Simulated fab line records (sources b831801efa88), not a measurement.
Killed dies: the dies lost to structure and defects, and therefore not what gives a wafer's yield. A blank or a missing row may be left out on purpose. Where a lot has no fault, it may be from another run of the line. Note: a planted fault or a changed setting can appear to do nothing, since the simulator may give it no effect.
A lot that was struck, set against a sound lot :: flow gf180mcu :: 37 steps out of a route of 602
Sound: these wafers, L369.1, L369.2, L369.3. The struck wafers were L375.2, L375.3, L375.6. The cause is given at the end.
For every step that has rows: the tool of each side, followed by ch and its chambers, followed by its first start. Under that, the readings that differ: sound wafers :: struck wafers :: difference of the means :: sigmas: that difference in standard deviations of wafers without a fault.
alike: a reading whose means differ by less than 2 such deviations, as well as words and numbers matching on both sides. not compared: withheld readings; readings where some wafer has no value; bounds like >300 that might hide an equal value; numbers whose values overlap and for which the record gives no deviation.
A row with sigmas, a row that says differs or no value, or rows on one side alone: a step with any of these is where the two part. Numbers that don't overlap but have no deviation are shown without sigmas and don't part them. A reading missing from all wafers of one side parts the sides only when that side holds two or more wafers.

first, 2 steps without rows for these wafers: GF_M2_PEB_12 (peb time 90 s); GF_M2_DEVELOP_13 (develop time 60 s).
GF_M2_CD_MEAS_14: the cd target is 280 nm.
  sound on cd sem-01 at day 23 09:32; struck on cd sem-02 at day 25 06:06
  alike: cd nm
GF_M2_OVL_MEAS_15:
  sound on overlay-02 at day 23 09:39; struck on overlay-01 at day 25 06:13
  alike: M2_OVL
GF_M2_METAL_ETCH_16: etches the open film in Cl2/BCl3, stops on SiO2, target depth 627.5 nm, time 104.6 s.
  sound on rie metal-02 ch 0, day 23 09:41; struck on rie metal-02 ch 0,1, day 25 06:14
reading: throttle valve pct (%)
sound: 28.249 28.239 28.242
struck: 28.256 28.268 28.272
difference: +0.022
sigmas: +2
  alike: drypump motor current A, oes product au
  not compared: rf hours counter h
GF_M2_STRIP_17: strips in O2/N2.
  sound on plasma asher-03 ch 0,1, day 23 09:55; struck on plasma asher-03 ch 0,1, day 25 06:21
  alike: drypump motor current A, heater power w, o2 flow sccm, oes product au, strip time to endpoint s
  not compared: rf hours counter h
then, 3 steps without rows for these wafers: GF_M2_STRIP_18 (strips in post etch residue remover, time 1200 s); GF_M2_CLEAN_19 (cleans in DIW); GF_V2_CVD_00 (deposits SiO2, target thk 600 nm, time 100 s).
GF_V2_THK_MEAS_01:
  sound on film metro-03 at day 23 10:34; struck on film metro-03 at day 25 06:58
  alike: V2_CVD_00_THK
GF_V2_CVD_02: deposits SiO2 from TEOS, target thk 850 nm, time 94.851 s.
  sound on pecvd-02 ch 0,1,2, day 23 10:37; struck on pecvd-04 ch 0,1,2, day 25 07:01
  alike: heater power w
GF_V2_THK_MEAS_03:
  sound on film metro-02 at day 23 10:41; struck on film metro-02 at day 25 07:06
  alike: V2_CVD_02_THK
GF_V2_CMP_04: polishes SiO2.
  sound on cmp-01 ch 0,1,2, day 23 10:48; struck on cmp-01 ch 1,3, day 25 07:09
reading: time to endpoint s (s)
sound: 73 74 77
struck: 61 66 64
difference: -11
sigmas: -2

reading: model.SiO2_of_V2_CVD_02.thk nm (nm)
sound: 632.1 631.7 631.2
struck: 697 696.5 696.9
difference: +65
sigmas: 
  alike: motor current A, slurry filter dp kPa, slurry flow ml min
GF_V2_BOW_MEAS_05:
  sound on film metro-02 at day 23 11:04; struck on film metro-03 at day 25 07:28
  alike: V2_BOW
then, 8 steps without rows for these wafers: GF_V2_DEHYDRATE_06 (time 60 s); GF_V2_HMDS_07 (prime time 60 s); GF_V2_COAT_08; GF_V2_COAT_09 (resist thk 1000 nm); GF_V2_SOFTBAKE_10 (time 60 s); GF_V2_EXPOSE_11 (exposes mask Via2, target cd 260 nm); GF_V2_PEB_12 (peb time 90 s); GF_V2_DEVELOP_13 (develop time 60 s).
GF_V2_CD_MEAS_14: the cd target is 260 nm.
  sound on cd sem-01 at day 24 09:17; struck on cd sem-02 at day 26 04:55
  alike: cd nm
GF_V2_OVL_MEAS_15:
  sound on overlay-01 at day 24 09:25; struck on overlay-01 at day 26 05:01
  alike: V2_OVL
then, 1 step without rows for these wafers: GF_V2_ETCH_16 (etches BARC in N2/H2).
GF_V2_ETCH_17: etches SiO2 in C4F8/O2/Ar, stops on TiN, target depth 630 nm.
  sound: rie diel-01 ch 0,1,2; struck: rie diel-03 ch 1,2,3
reading: oes product au (a.u.)
sound: 0.857 0.848 0.853
struck: 0.904 0.909 0.901
difference: +0.052
sigmas: +12

reading: model.V2.feature depth nm (nm)
sound: 632.1 631.7 631.2
struck: 697 696.5 696.9
difference: +65
sigmas: 

reading: model.etch.depth nm (nm)
sound: 632.1 631.7 631.2
struck: 697 696.5 696.9
difference: +65
sigmas: 
then, 3 steps without rows for these wafers: GF_V2_STRIP_18 (strips in O2/N2); GF_V2_STRIP_19 (strips in post etch residue remover, time 1200 s); GF_V2_CLEAN_20 (cleans in DIW).
GF_V2_SPUTTER_21: material Ti, target thk 15 nm, time 80.02 s.
  sound on pvd sputter-04 at day 24 10:10; struck on pvd sputter-02 at day 26 05:43
  alike: throttle valve pct
then, 1 step without rows for these wafers: GF_V2_SPUTTER_22 (material TiN, target thk 10 nm, time 40 s).
GF_V2_CVD_23: deposits W, target thk 350 nm, time 104.94 s.
  sound on cvd w-02 ch 0,1, day 24 10:16; struck on cvd w-01 ch 0, day 26 05:49
  alike: chamber pressure Torr, heater power w
GF_V2_RS_MEAS_24: measures by four-point-probe.
  sound on film metro-02 at day 24 10:23; struck on film metro-02 at day 26 05:56
  alike: V2_W_RS
GF_V2_THK_MEAS_25: measures by xrf.
  sound on film metro-02 at day 24 10:31; struck on film metro-02 at day 26 06:03
  alike: V2_W_THK
GF_V2_CMP_26: polishes, stops on SiO2, t overpolish 15 s, target thk 0 nm.
  sound on cmp-01 ch 0,1,2, day 24 10:34; struck on cmp-02 ch 0,1,3, day 26 06:12
reading: model.SiO2_of_V2_CVD_02.thk nm (nm)
sound: 628.3 627.9 627.4
struck: 693.2 692.7 693.1
difference: +65.1
sigmas: 
  alike: motor current A, slurry filter dp kPa, slurry flow ml min
then, 1 step without rows for these wafers: GF_M3_SPUTTER_00 (material Ti, target thk 37.5 nm, time 150 s).
-- the record jumps here: 7 days lie between the struck wafers' starts before and after (it left off in module M3 and takes up again in module PASSIVATION, whose first step shown is number 602 of the route) --
GF_PASSIVATION_PROBE_99:
  the record has rows for the struck wafers here (prober-01, day 33 14:23) and none for the sound ones

## WHERE THEY PART
Earliest at GF_M2_METAL_ETCH_16; latest, in this record, at GF_PASSIVATION_PROBE_99.

WHY: the cause the simulator had injected
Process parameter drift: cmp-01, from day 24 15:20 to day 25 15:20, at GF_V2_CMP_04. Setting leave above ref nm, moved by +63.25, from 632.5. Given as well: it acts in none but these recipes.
